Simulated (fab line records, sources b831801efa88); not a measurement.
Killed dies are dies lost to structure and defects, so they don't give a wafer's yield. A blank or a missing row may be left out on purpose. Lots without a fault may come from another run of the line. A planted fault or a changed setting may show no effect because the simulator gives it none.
fab line records | flow sky130
record lots=6 wafers=18 last_day=49
route steps=708 shown VT_ADJUST_HVTR@139 VT_ADJUST_PCH@143 SONOS_TUNNEL@154 PAD_OPEN@708
lots that met no fault: from a run of the same line without faults
start_h: hours from the record's first day to the start of the lot's first wafer shown | wait_h: hours since the lot's step before | " the same as in the row above | L1.1+2: a row that stands for several wafers | - no value, or no start given | * or withheld: withheld | < > ~ a bound
route shown NAME@n: a module of which the file shows steps, and the number in the route of the first | usual: mean/standard deviation of fault-free wafers | same: alike in all rows | chamber/n: place in a boat | sites: the reading at each site | _std_site: their standard deviation | _edge_site: outer sites' mean less inner sites' | radius_mm: how far each site lies from the wafer's centre | mask NAME#n: copy n | behind: the tool/chamber that last shaped the wafer | hold: why the lot was held/for how many hours/how that ended | device: the transistor (n, p or np) that didn't switch | end of line: the same wafers' tests at the end of the route | a step without rows: its recipe alone | killed: dies lost to structure and defects at the first sort, not the wafer's yield | map: a wafer's dies, x killed, . not, _ none there
set.NAME: the setting as run; set.NAME@STEP: as run at that earlier step | model.NAME: the simulator's own value behind a step, which no gauge read
lots at some steps of the route; a table a step, a row a wafer
services: from which hour (start_h, from the record's first day; less than 0 if before it) a tool's chamber was out of use, for how many hours, and why
## steps
# step SKY_VT_ADJUST_HVTR_OVL_MEAS_08
# usual VT_ADJUST_HVTR_OVL=-0.2/1.5
# columns lot.wafer tool chamber start_h wait_h VT_ADJUST_HVTR_OVL[nm]
L579.3 overlay-02 - 239.87 0.1 -0.3
L579.5 " - " " -0.5
L579.6 " - " " 1.6
L580.1 overlay-01 - 250.71 0.1 -3.1
L580.5 " - " " -0.4
L580.6 " - " " -2.6
L581.1 overlay-01 - 260.71 0.1 0.6
L581.4 " - " " -0.7
L581.5 " - " " -1.8
L583.3 overlay-01 - 276.21 0.1 -1.5
L583.4 " - " " -2.7
L583.6 " - " " -3.5
L589.3 overlay-01 - 325.36 0.1 -1.6
L589.4 " - " " 0.8
L589.6 " - " " -0.7
L591.1 overlay-01 - 346.41 0.1 0.3
L591.3 " - " " 0.7
L591.5 " - " " 0.5
# step SKY_VT_ADJUST_HVTR_IMPLANT_09
# recipe species=B energy_kev=10 dose_cm2=2.1e+12 tilt_deg=withheld
# step SKY_VT_ADJUST_HVTR_STRIP_10
# recipe chemistry=O2/N2 power_w=1400 pressure_mtorr=1500 platen_temp_c=withheld o2_flow_sccm=3000 n2_flow_sccm=300 overash_fraction=0.5
# usual drypump_motor_current_A=5.9/0.47 oes_product_au=0.716/0.0051 strip_time_to_endpoint_s=14.18/0.037
# columns lot.wafer tool chamber start_h wait_h drypump_motor_current_A oes_product_au rf_hours_counter_h strip_time_to_endpoint_s
L579.3 plasma_asher-03 1 240.08 0.1 5.8 0.717 - 14.18
L579.5 " 0 " " 6.5 0.711 - 14.14
L579.6 " 1 " " 5.8 0.719 - 14.16
L580.1 plasma_asher-03 0 250.89 0.1 6.5 0.712 53 14.20
L580.5 " 1 " " 5.8 0.720 - 14.18
L580.6 " 0 " " 6.5 0.713 - 14.17
L581.1 plasma_asher-02 0 260.89 0.1 5.3 0.721 57 14.17
L581.4 " 1 " " 6.1 0.712 - 14.21
L581.5 " 0 " " 5.3 0.713 - 14.20
L583.3 plasma_asher-01 0 276.41 0.1 5.1 0.721 - 14.23
L583.4 " 1 " " 5.7 0.719 - 14.16
L583.6 " 0 " " 5.1 0.712 - 14.22
L589.3 plasma_asher-03 0 325.56 0.1 6.5 0.718 - 14.20
L589.4 " 1 " " 5.8 0.718 - 14.13
L589.6 " 1 " " 5.8 0.719 - 14.16
L591.1 plasma_asher-02 0 346.59 0.1 5.3 0.721 64 14.26
L591.3 " 1 " " 6.1 0.710 - 14.24
L591.5 " 0 " " 5.3 0.715 - 14.25
# step SKY_VT_ADJUST_HVTR_TW_MEAS_11
# usual VT_ADJUST_HVTR_TW=210.4/1.2
# columns lot.wafer tool chamber start_h wait_h VT_ADJUST_HVTR_TW
L579.3 film_metro-01 - 240.16 0.1 212.8
L579.5 " - " " 212.2
L579.6 " - " " 211.3
L580.1 film_metro-02 - 250.99 0.1 209.3
L580.5 " - " " 210.1
L580.6 " - " " 208.8
L581.1 film_metro-01 - 260.99 0.1 210.3
L581.4 " - " " 210.2
L581.5 " - " " 210.9
L583.3 film_metro-01 - 276.50 0.1 209.0
L583.4 " - " " 207.8
L583.6 " - " " 209.0
L589.3 film_metro-04 - 325.65 0.1 209.3
L589.4 " - " " 208.8
L589.6 " - " " 209.2
L591.1 film_metro-02 - 346.69 0.1 210.4
L591.3 " - " " 211.3
L591.5 " - " " 210.3
# step SKY_VT_ADJUST_PCH_DEHYDRATE_00
# recipe temp_c=200 time_s=60
# step SKY_VT_ADJUST_PCH_HMDS_01
# recipe prime_time_s=60 prime_temp_c=120
# step SKY_VT_ADJUST_PCH_COAT_02
# recipe spin_rpm=2000 resist_thk_nm=3000
# step SKY_VT_ADJUST_PCH_SOFTBAKE_03
# recipe temp_c=110 time_s=withheld
# step SKY_VT_ADJUST_PCH_EXPOSE_04
# recipe mask_id=NWM na=0.6 source_shape=conventional sigma_outer=0.6 polarization=unpolarized target_cd_nm=840 dose_mj=255
# step SKY_VT_ADJUST_PCH_PEB_05
# recipe temp_c=115 time_s=withheld
# step SKY_VT_ADJUST_PCH_DEVELOP_06
# recipe wall_angle_deg=90 developer=TMAH develop_time_s=60 dev_temp_c=23
# step SKY_VT_ADJUST_PCH_OVL_MEAS_07
# usual VT_ADJUST_PCH_OVL=-1.4/1.4
# columns lot.wafer tool chamber start_h wait_h VT_ADJUST_PCH_OVL[nm]
L579.3 overlay-02 - 264.10 - -5.9
L579.5 " - " " -2.9
L579.6 " - " " -3.4
L580.1 overlay-01 - 275.38 - -1.7
L580.5 " - " " -2.8
L580.6 " - " " -2.2
L581.1 overlay-02 - 285.93 - -1.6
L581.4 " - " " -1.1
L581.5 " - " " -1.0
L583.3 overlay-02 - 301.19 - -2.8
L583.4 " - " " -2.0
L583.6 " - " " -3.2
L589.3 overlay-02 - 353.00 - -2.2
L589.4 " - " " -1.9
L589.6 " - " " 0.2
L591.1 overlay-01 - 374.58 - -2.7
L591.3 " - " " -2.9
L591.5 " - " " -3.8
# step SKY_VT_ADJUST_PCH_IMPLANT_08
# recipe species=B energy_kev=10 dose_cm2=5e+11 tilt_deg=withheld
# usual dose_ions_cm2=5e+11/5.6e+08 faraday_current_uA=2.82/0.049
# columns lot.wafer tool chamber start_h wait_h dose_ions_cm2 faraday_current_uA
L579.3 implanter-01 0 264.17 0.1 5.004e+11 2.87
L579.5 " 0 " " 4.996e+11 2.81
L579.6 " 0 " " 4.995e+11 2.87
L580.1 implanter-03 0 275.42 0.0 4.994e+11 2.82
L580.5 " 0 " " 4.99e+11 2.89
L580.6 " 0 " " 5e+11 2.79
L581.1 implanter-01 0 285.97 0.0 4.997e+11 2.74
L581.4 " 0 " " 5e+11 2.83
L581.5 " 0 " " 5.004e+11 2.85
L583.3 implanter-01 0 301.27 0.1 4.996e+11 2.84
L583.4 " 0 " " 5e+11 2.87
L583.6 " 0 " " 4.999e+11 2.87
L589.3 implanter-03 0 353.07 0.1 5.379e+11 3.02
L589.4 " 0 " " 5.382e+11 3.00
L589.6 " 0 " " 5.378e+11 2.96
L591.1 implanter-03 0 374.62 0.0 5.375e+11 3.17
L591.3 " 0 " " 5.377e+11 3.10
L591.5 " 0 " " 5.381e+11 2.98
# step SKY_VT_ADJUST_PCH_STRIP_09
# recipe chemistry=O2/N2 power_w=1400 pressure_mtorr=1500 platen_temp_c=withheld o2_flow_sccm=3000 n2_flow_sccm=300 overash_fraction=0.5
# usual drypump_motor_current_A=5.6/0.35 oes_product_au=0.722/0.004 strip_time_to_endpoint_s=36.95/0.077
# columns lot.wafer tool chamber start_h wait_h drypump_motor_current_A oes_product_au rf_hours_counter_h strip_time_to_endpoint_s
L579.3 plasma_asher-02 0 264.31 0.1 5.3 0.723 - 36.87
L579.5 " 1 " " 6.1 0.722 - 36.89
L579.6 " 0 " " 5.3 0.719 - 36.86
L580.1 plasma_asher-04 0 275.57 0.1 5.7 0.723 16 36.92
L580.5 " 1 " " 5.9 0.719 - 36.90
L580.6 " 0 " " 5.7 0.731 - 36.96
L581.1 plasma_asher-04 1 286.12 0.1 5.9 0.716 17 37.05
L581.4 " 0 " " 5.7 0.724 - 37.05
L581.5 " 1 " " 5.9 0.724 - 36.93
L583.3 plasma_asher-02 1 301.40 0.1 6.1 0.720 - 36.86
L583.4 " 0 " " 5.3 0.717 - 36.87
L583.6 " 1 " " 6.1 0.724 - 36.95
L589.3 plasma_asher-02 1 353.21 0.1 6.1 0.719 - 36.97
L589.4 " 0 " " 5.3 0.721 - 36.97
L589.6 " 0 " " 5.3 0.719 - 36.91
L591.1 plasma_asher-01 0 374.77 0.1 5.1 0.721 56 37.10
L591.3 " 0 " " 5.1 0.719 - 37.11
L591.5 " 1 " " 5.7 0.719 - 37.02
# step SKY_VT_ADJUST_PCH_TW_MEAS_10
# usual VT_ADJUST_PCH_TW=142.7/1.1
# columns lot.wafer tool chamber start_h wait_h VT_ADJUST_PCH_TW
L579.3 film_metro-04 - 264.39 0.1 142.2
L579.5 " - " " 142.6
L579.6 " - " " 142.6
L580.1 film_metro-03 - 275.67 0.1 142.8
L580.5 " - " " 143.7
L580.6 " - " " 143.4
L581.1 film_metro-03 - 286.22 0.1 143.4
L581.4 " - " " 143.8
L581.5 " - " " 142.4
L583.3 film_metro-04 - 301.49 0.1 142.1
L583.4 " - " " 142.2
L583.6 " - " " 142.7
L589.3 film_metro-04 - 353.29 0.1 145.2
L589.4 " - " " 145.9
L589.6 " - " " 145.8
L591.1 film_metro-03 - 374.87 0.1 147.4
L591.3 " - " " 146.6
L591.5 " - " " 146.9
# step SKY_SONOS_TUNNEL_DEHYDRATE_00
# recipe temp_c=200 time_s=60
# step SKY_PAD_OPEN_PROBE_99
# usual killed_at_M0_to_M3=42/6.4 killed_at_M4_up=3.0/2 killed_at_contacts=24/5.2 killed_at_front_end=14/4.2 killed_at_other=0.4/0.72 killed_dies=84/9 killed_open=46/6.6 killed_short=38/6
# same gross_dies=492 killed_at_back_side=0
# columns lot.wafer tool chamber start_h wait_h killed_at_M0_to_M3 killed_at_M4_up killed_at_contacts killed_at_front_end killed_at_other killed_dies killed_open killed_short
L579.3 prober-01 - 1109.32 0.2 49 1 27 17 0 94 62 32
L579.5 prober-01 - 1109.42 0.2 34 1 26 8 0 69 36 33
L579.6 prober-01 - 1109.47 0.2 43 0 27 16 0 86 49 36
L580.1 prober-02 - 1118.26 0.1 49 3 23 15 0 90 50 39
L580.5 prober-02 - 1118.46 0.2 44 5 25 17 0 91 45 45
L580.6 prober-02 - 1118.51 0.2 42 3 26 14 0 85 55 30
L581.1 prober-01 - 1125.38 0.1 27 5 23 16 1 72 38 33
L581.4 prober-01 - 1125.53 0.2 50 0 13 18 0 81 43 38
L581.5 prober-01 - 1125.58 0.2 39 1 27 15 0 82 45 37
L583.3 prober-01 - 1133.62 0.2 35 9 20 18 0 82 46 36
L583.4 prober-01 - 1133.67 0.2 40 5 21 18 0 84 50 34
L583.6 prober-01 - 1133.77 0.2 43 5 29 19 0 96 51 45
L589.3 prober-01 - 1169.81 0.2 39 1 22 20 0 82 45 37
L589.4 prober-01 - 1169.86 0.2 47 2 22 11 0 82 47 35
L589.6 prober-01 - 1169.96 0.2 43 5 23 14 0 85 48 37
L591.1 prober-01 - 1181.00 0.1 39 4 25 25 0 93 41 51
L591.3 prober-01 - 1181.10 0.2 49 5 23 16 0 93 52 41
L591.5 prober-01 - 1181.20 0.2 41 2 22 12 0 77 58 18
# killed by level:class
L579.3 VIA1:geometric_particle:open=15 VIA3:geometric_particle:open=11 CONTACT:geometric_particle:open=10 METAL1:geometric_particle:short=8 LI_CONTACT:geometric_particle:open=6 VIA2:geometric_particle:open=6 SPACER:geometric_particle:open=5 LOCAL_INTERCONNECT:geometric_particle:short=5
L579.5 VIA1:geometric_particle:open=10 METAL1:geometric_particle:short=6 LI_CONTACT:geometric_particle:short=5 LOCAL_INTERCONNECT:geometric_particle:short=5 CONTACT:geometric_particle:short=5 CONTACT:geometric_particle:open=5 FIELD_ISO:geometric_particle:open=4 LOCAL_INTERCONNECT:geometric_particle:open=4
L579.6 LOCAL_INTERCONNECT:geometric_particle:short=10 VIA1:geometric_particle:open=9 CONTACT:geometric_particle:open=8 VIA2:geometric_particle:open=7 VIA3:geometric_particle:open=6 LI_CONTACT:geometric_particle:open=6 METAL2:geometric_particle:short=6 FIELD_ISO:geometric_particle:short=4
L580.1 CONTACT:geometric_particle:open=11 VIA1:geometric_particle:open=9 METAL2:geometric_particle:short=8 METAL1:geometric_particle:short=7 FIELD_ISO:geometric_particle:open=6 LI_CONTACT:geometric_particle:open=6 VIA3:geometric_particle:open=5 METAL1:geometric_particle:open=4
L580.5 VIA1:geometric_particle:open=11 LI_CONTACT:geometric_particle:open=6 CONTACT:geometric_particle:open=6 VIA2:geometric_particle:open=6 FIELD_ISO:geometric_particle:open=5 LOCAL_INTERCONNECT:geometric_particle:short=5 CONTACT:geometric_particle:short=5 METAL1:geometric_particle:short=5
L580.6 CONTACT:geometric_particle:open=10 VIA1:geometric_particle:open=9 LI_CONTACT:geometric_particle:open=8 VIA3:geometric_particle:open=7 VIA2:geometric_particle:open=6 FIELD_ISO:geometric_particle:short=5 POLY_GATE:geometric_particle:open=5 LOCAL_INTERCONNECT:geometric_particle:short=5
L581.1 FIELD_ISO:geometric_particle:short=8 CONTACT:geometric_particle:open=8 LI_CONTACT:geometric_particle:open=6 CONTACT:geometric_particle:short=6 METAL2:geometric_particle:short=6 VIA1:geometric_particle:open=5 VIA3:geometric_particle:open=5 METAL1:geometric_particle:open=4
L581.4 VIA2:geometric_particle:open=9 METAL1:geometric_particle:short=6 VIA1:geometric_particle:open=6 METAL2:geometric_particle:short=5 VIA3:geometric_particle:short=5 FIELD_ISO:geometric_particle:short=4 FIELD_ISO:geometric_particle:open=4 POLY_GATE:geometric_particle:open=4
L581.5 CONTACT:geometric_particle:open=9 LI_CONTACT:geometric_particle:open=8 VIA2:geometric_particle:open=7 CONTACT:geometric_particle:short=6 VIA3:geometric_particle:open=6 FIELD_ISO:geometric_particle:short=5 METAL1:geometric_particle:open=4 POLY_GATE:geometric_particle:short=4
L583.3 LI_CONTACT:geometric_particle:open=7 VIA3:geometric_particle:open=7 METAL4:geometric_particle:short=6 POLY_GATE:geometric_particle:short=6 CONTACT:geometric_particle:open=6 VIA1:geometric_particle:open=6 METAL2:geometric_particle:short=5 VIA2:geometric_particle:open=5
L583.4 LI_CONTACT:geometric_particle:open=9 VIA3:geometric_particle:open=9 VIA2:geometric_particle:open=7 VIA1:geometric_particle:open=6 METAL2:geometric_particle:short=5 POLY_GATE:geometric_particle:open=4 CONTACT:geometric_particle:open=4 CONTACT:geometric_particle:short=4
L583.6 LI_CONTACT:geometric_particle:open=10 VIA2:geometric_particle:open=10 CONTACT:geometric_particle:open=8 VIA1:geometric_particle:open=8 FIELD_ISO:geometric_particle:short=6 VIA1:geometric_particle:short=6 LOCAL_INTERCONNECT:geometric_particle:short=5 CONTACT:geometric_particle:short=5
L589.3 VIA1:geometric_particle:open=10 LI_CONTACT:geometric_particle:open=8 CONTACT:geometric_particle:open=6 FIELD_ISO:geometric_particle:short=5 VIA2:geometric_particle:open=5 LOCAL_INTERCONNECT:geometric_particle:short=4 METAL1:geometric_particle:short=4 METAL2:geometric_particle:short=4
L589.4 VIA1:geometric_particle:open=10 CONTACT:geometric_particle:open=10 VIA1:geometric_particle:short=7 VIA3:geometric_particle:open=6 LI_CONTACT:geometric_particle:open=5 VIA2:geometric_particle:open=5 METAL2:geometric_particle:short=5 METAL3:geometric_particle:short=4
L589.6 VIA2:geometric_particle:open=13 CONTACT:geometric_particle:open=8 VIA1:geometric_particle:open=7 VIA3:geometric_particle:open=6 LI_CONTACT:geometric_particle:open=5 CONTACT:geometric_particle:short=5 METAL3:geometric_particle:short=5 VIA3:geometric_particle:short=5
L591.1 CONTACT:geometric_particle:open=12 VIA1:geometric_particle:open=8 VIA3:geometric_particle:short=7 FIELD_ISO:geometric_particle:short=6 CONTACT:geometric_particle:short=5 VIA2:geometric_particle:short=5 VIA3:geometric_particle:open=5 POLY_GATE:geometric_particle:short=4
L591.3 VIA1:geometric_particle:open=11 LI_CONTACT:geometric_particle:open=8 CONTACT:geometric_particle:open=7 VIA2:geometric_particle:open=7 VIA3:geometric_particle:open=6 METAL2:geometric_particle:short=5 POLY_GATE:geometric_particle:short=4 METAL1:geometric_particle:short=4
L591.5 VIA1:geometric_particle:open=17 LI_CONTACT:geometric_particle:open=7 CONTACT:geometric_particle:open=7 VIA2:geometric_particle:open=6 VIA3:geometric_particle:open=5 POLY_GATE:geometric_particle:open=4 FIELD_ISO:geometric_particle:open=3 LOCAL_INTERCONNECT:geometric_particle:open=3
## services
# columns tool chamber start_h hours kind
plasma_asher-03 - 230.10 2.5 repair
plasma_asher-02 - 266.38 7.5 repair
plasma_asher-01 - 279.79 3.9 repair
implanter-03 - 292.03 9.4 pm
implanter-03 - 305.80 1.5 repair
plasma_asher-04 - 320.83 0.8 repair
plasma_asher-03 - 332.09 1.1 repair
implanter-01 - 337.04 4.3 pm
implanter-01 - 341.87 1.5 repair
## key
first_sign step=SKY_VT_ADJUST_PCH_IMPLANT_08 reading=dose_ions_cm2 direction=up sigmas=68 usual=* struck=*
effect step=SKY_VT_ADJUST_PCH_IMPLANT_08 reading=faraday_current_uA direction=up sigmas=4.4 usual=2.82 struck=3.04
effect step=SKY_VT_ADJUST_PCH_TW_MEAS_10 reading=VT_ADJUST_PCH_TW direction=up sigmas=3.3 usual=142.7 struck=146.3
met_at SKY_VT_ADJUST_PCH_IMPLANT_08
struck_wafers L589.3,L589.4,L589.6,L591.1,L591.3,L591.5
tester_left_out L589,L591
onset_between 275.42 353.07
fault kind=process_parameter_drift tool=implanter-03 chamber=- onset_h=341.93 steps=SKY_VT_ADJUST_PCH_IMPLANT_08 channel=dose_cm2 offset=* shape=step end_h=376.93 acts_in=* stated=*
# tester_left_out: of these lots the tester's yield and bins aren't shown, on N5 and GAA mostly nor the transistor test; their killed dies are dies lost to structure and defects alone, not to doping, threshold or leakage, so they don't give the yield
